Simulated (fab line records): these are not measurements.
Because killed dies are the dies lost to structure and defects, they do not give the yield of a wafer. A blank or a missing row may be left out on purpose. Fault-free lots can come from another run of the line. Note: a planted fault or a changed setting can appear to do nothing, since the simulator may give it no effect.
A struck lot beside a sound one / flow sfq-line / 19 out of 325 route steps
Sound: the wafers L808.4, L808.5, L808.6. Struck: wafer L798.4. (L798.5, L798.6 of the same lot were not struck and are left out.) The cause comes at the end.
Order at every step that has rows: each side's tool, ch and its chambers, its first start. Under that, the readings that differ: sound wafers / struck wafers / difference of the means / sigmas: that difference in standard deviations of wafers without a fault.
alike: same words and numbers on both sides, and readings whose means sit less than 2 such deviations apart. not compared: any withheld reading, any reading some wafer has no value for, any bound like >300 that may hide the same value, and any number with overlapping values for which the record gives no deviation.
Wherever a step has rows on one side only, a row that says differs or no value, or a row with sigmas, the two part there. Numbers that don't overlap but have no deviation are shown without sigmas and don't part them. A reading missing from all wafers of one side parts the sides only when that side holds two or more wafers.

SFQ_M2_OVL_MEAS_916:
  sound: overlay-02 at day 25 08:54; struck: overlay-02 at day 24 20:54
  alike: M2_OVL
then, 2 steps without rows for these wafers: SFQ_TRILAYER_M2_BARC_OPEN_METAL_ETCH_077 (etches BARC in O2, target depth 125 nm, time 41.7 s); SFQ_TRILAYER_M2_ETCH_METAL_ETCH_060 (etches Nb in Cl2/Ar, stops on SiO2, target depth 240 nm, time 120 s).
SFQ_TRILAYER_M2_STRIP_STRIP_061: strips in O2.
  sound on rie-metal-04 ch 0,1, day 25 09:18; struck on rie-metal-04 ch 0, day 24 21:18
  alike: drypump-motor-current-A, oes-product-au
  not compared: rf-hours-counter-h
then, 1 step without rows for these wafers: SFQ_TRILAYER_M2_STRIP_SOLV_CLEAN_062 (cleans in NMP, time 600 s).
SFQ_TRILAYER_I2_DEP_PECVD_063: deposits SiO2 from SiH4/N2O, time 111.11 s, target thk 500 nm.
  sound on pecvd-01 ch 0,1,2, day 25 09:55; struck on pecvd-01 ch 1, day 24 21:55
  alike: heater-power-w, throttle-valve-pct
SFQ_TRILAYER_I2_CMP_CMP_064: polishes SiO2.
  sound on cmp-01 ch 0,2,3, day 26 22:09; struck on cmp-01 ch 0, day 26 00:12
reading=platen-rpm (rpm); sound=60.03 60.08 59.97; struck=60.12; difference=+0.09; sigmas=+2
  alike: motor-current-A, slurry-flow-ml-min, time-to-endpoint-s
SFQ_I2_BOW_MEAS_917:
  sound: film-metro-02 at day 26 23:43; struck: film-metro-02 at day 26 02:16
reading=I2_BOW (um); sound=-7 -11 5; struck=18; difference=+22; sigmas=+3
SFQ_TRILAYER_I2_METRO_MEASURE_065:
  sound: film-metro-02 at day 27 00:22; struck: film-metro-02 at day 26 02:55
  alike: thk-nm
then, 3 steps without rows for these wafers: SFQ_TRILAYER_I2_VIA_LITHO_COAT_072 (resist thk 62 nm); SFQ_TRILAYER_I2_VIA_LITHO_COAT_067 (resist thk 650 nm); SFQ_TRILAYER_I2_VIA_LITHO_SOFTBAKE_071.
SFQ_TRILAYER_I2_VIA_LITHO_EXPOSE_068: exposes mask I2, target cd 500 nm.
  sound on krf-scanner-01 ch 0, day 32 16:02; struck on krf-scanner-01 ch 0, day 26 06:53
  alike: mask
then, 2 steps without rows for these wafers: SFQ_TRILAYER_I2_VIA_LITHO_PEB_070 (peb time 60 s); SFQ_TRILAYER_I2_VIA_LITHO_DEVELOP_069 (time 60 s).
SFQ_I2_OVL_MEAS_918:
  sound: overlay-02 at day 32 16:58; struck: overlay-01 at day 26 07:49
reading=I2_OVL (nm); sound=8 11 8; struck=-11; difference=-20; sigmas=-3
SFQ_TRILAYER_I2_VIA_BARC_OPEN_VIA_ETCH_096: etches BARC in O2, target depth 125 nm, time 41.7 s.
  sound on rie-diel-01 ch 0,3, day 32 16:58; struck on rie-diel-03 ch 3, day 26 07:51
reading=model.I2.cd-nm (nm); sound=499.7 502.6 499.3; struck=515.5; difference=+15.0; sigmas=
  alike: drypump-motor-current-A, oes-product-au
  not compared: rf-hours-counter-h
SFQ_TRILAYER_I2_VIA_ETCH_VIA_ETCH_070: etches SiO2 in CHF3, stops on Nb, target depth 260 nm.
  sound on rie-diel-01 ch 0,3, day 32 17:01; struck on rie-diel-03 ch 3, day 26 07:55
reading=model.I2.cd-nm (nm); sound=501.7 503.2 501.2; struck=516.1; difference=+14.1; sigmas=
  alike: drypump-motor-current-A, oes-product-au
SFQ_TRILAYER_I2_VIA_STRIP_STRIP_071: strips in O2.
  sound on rie-metal-04 ch 0,1, day 32 17:20; struck on rie-metal-04 ch 1, day 26 08:35
  alike: drypump-motor-current-A, oes-product-au
  not compared: rf-hours-counter-h

## WHERE THEY PART
First at SFQ_TRILAYER_I2_CMP_CMP_064; last, within this record, at SFQ_I2_OVL_MEAS_918. Later steps at which nothing parts them and some readings are alike: SFQ_TRILAYER_I2_VIA_BARC_OPEN_VIA_ETCH_096, SFQ_TRILAYER_I2_VIA_ETCH_VIA_ETCH_070, SFQ_TRILAYER_I2_VIA_STRIP_STRIP_071.

WHY: whatever the simulator had introduced
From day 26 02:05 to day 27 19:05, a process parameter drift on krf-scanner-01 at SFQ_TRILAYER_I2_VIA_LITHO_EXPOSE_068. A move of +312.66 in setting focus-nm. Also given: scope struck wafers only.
